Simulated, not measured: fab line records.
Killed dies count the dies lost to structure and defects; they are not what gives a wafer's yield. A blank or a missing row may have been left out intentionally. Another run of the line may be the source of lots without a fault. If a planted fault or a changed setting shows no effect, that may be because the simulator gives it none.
A struck lot beside a sound one | flow sky130 | 15 out of 708 route steps
Sound: the wafers L163.2, L163.4, L163.5. Struck: wafer L170.2. (L170.5, L170.6 of the same lot were not struck and are left out.) The cause comes at the end.
For every step that has rows: the tool of each side, followed by ch and its chambers, followed by its first start. Under that, the readings that differ: sound wafers | struck wafers | difference of the means | sigmas: that difference in standard deviations of wafers without a fault.
alike: a reading whose means differ by less than 2 such deviations, as well as words and numbers matching on both sides. not compared: withheld readings; readings where some wafer has no value; bounds like >300 that might hide an equal value; numbers whose values overlap and for which the record gives no deviation.
The two part at a step that has a row with sigmas, a row that says differs or no value, or rows on one side only. Numbers that have no deviation but don't overlap get no sigmas and don't part them. Lack of a reading on every wafer of one side parts them only where that side has two or more wafers.

first, 7 steps without rows for these wafers: SKY_METAL4_HMDS_06 (prime time 60 s); SKY_METAL4_COAT_07 (resist thk 60 nm); SKY_METAL4_COAT_08 (resist thk 1140 nm); SKY_METAL4_SOFTBAKE_09 (time 90 s); SKY_METAL4_EXPOSE_10 (exposes mask MM4, target cd 300 nm); SKY_METAL4_PEB_11; SKY_METAL4_DEVELOP_12 (develop time 60 s).
SKY_METAL4_CD_MEAS_13: target cd 300 nm.
  sound: cd-sem-02 at day 43 08:52; struck: cd-sem-01 at day 44 23:29
  alike: cd-nm
SKY_METAL4_OVL_MEAS_14:
  sound: overlay-01 at day 43 08:58; struck: overlay-01 at day 44 23:36
  alike: METAL4_OVL
SKY_METAL4_DESCUM_15: chemistry O2, time 8 s.
  sound on rie-metal-04 ch 0, day 43 09:01; struck on rie-metal-03 ch 1, day 44 23:38
  reading                | sound | struck | difference                   | sigmas
  rf-hours-counter-h (h) | - - - | 25     | no value on the sound wafers |
  alike: drypump-motor-current-A, oes-product-au
SKY_METAL4_ETCH_16: etches BARC in N2/H2, stops on SiO2, time 88.2 s, target depth 60 nm.
  sound on rie-metal-04 ch 0, day 43 09:05; struck on rie-metal-03 ch 1, day 44 23:40
  reading                | sound             | struck | difference                   | sigmas
  oes-product-au (a.u.)  | 0.634 0.627 0.634 | 0.622  | -0.010                       | -2
  rf-hours-counter-h (h) | - - -             | 25     | no value on the sound wafers |
  run-length-s (s)       | 116.4 116.9 117.2 | 116.0  | -0.8                         | -3
  alike: drypump-motor-current-A, throttle-valve-pct
SKY_METAL4_ETCH_17: etches SiO2 in C4F8/O2/Ar, stops on TiN, time 3.9 s, target depth 15 nm.
  sound on rie-diel-04 ch 0,1, day 43 09:16; struck on rie-diel-04 ch 0, day 44 23:46
  alike: oes-product-au
  not compared: rf-hours-counter-h
SKY_METAL4_METAL_ETCH_18: etches the open film in Cl2/BCl3, stops on SiO2, target depth 845 nm, time 183.1 s.
  sound on rie-metal-03 ch 0,1, day 43 09:17; struck on rie-metal-01 ch 0, day 44 23:47
  reading                                       | sound             | struck | difference | sigmas
  oes-product-au (a.u.)                         | 0.855 0.865 0.874 | 0.841  | -0.024     | -4
  run-length-s (s)                              | 211.4 211.8 211.4 | 221.8  | +10.3      | +31
  model.KrF-thick_of_METAL4_COAT_08.thk-nm (nm) | 509.2 528.4 531.5 | 489.4  | -33.6      |
  alike: drypump-motor-current-A, throttle-valve-pct
  not compared: rf-hours-counter-h
SKY_METAL4_STRIP_19: strips in O2/N2.
  sound on plasma-asher-02 ch 0,1, day 43 09:28; struck on plasma-asher-01 ch 0, day 44 23:57
  reading                      | sound             | struck | difference | sigmas
  oes-product-au (a.u.)        | 0.489 0.507 0.506 | 0.486  | -0.015     | -2
  strip-time-to-endpoint-s (s) | 6.36 6.54 6.58    | 6.17   | -0.32      | -2
  alike: drypump-motor-current-A
  not compared: rf-hours-counter-h
SKY_PAD_OPEN_PROBE_99:
  sound wafers here have rows in the record (prober-02, day 47 05:12); struck ones have none

== WHERE THEY PART ==
Last at SKY_PAD_OPEN_PROBE_99 as far as this record goes, first at SKY_METAL4_DESCUM_15.

WHY: the cause the simulator had injected
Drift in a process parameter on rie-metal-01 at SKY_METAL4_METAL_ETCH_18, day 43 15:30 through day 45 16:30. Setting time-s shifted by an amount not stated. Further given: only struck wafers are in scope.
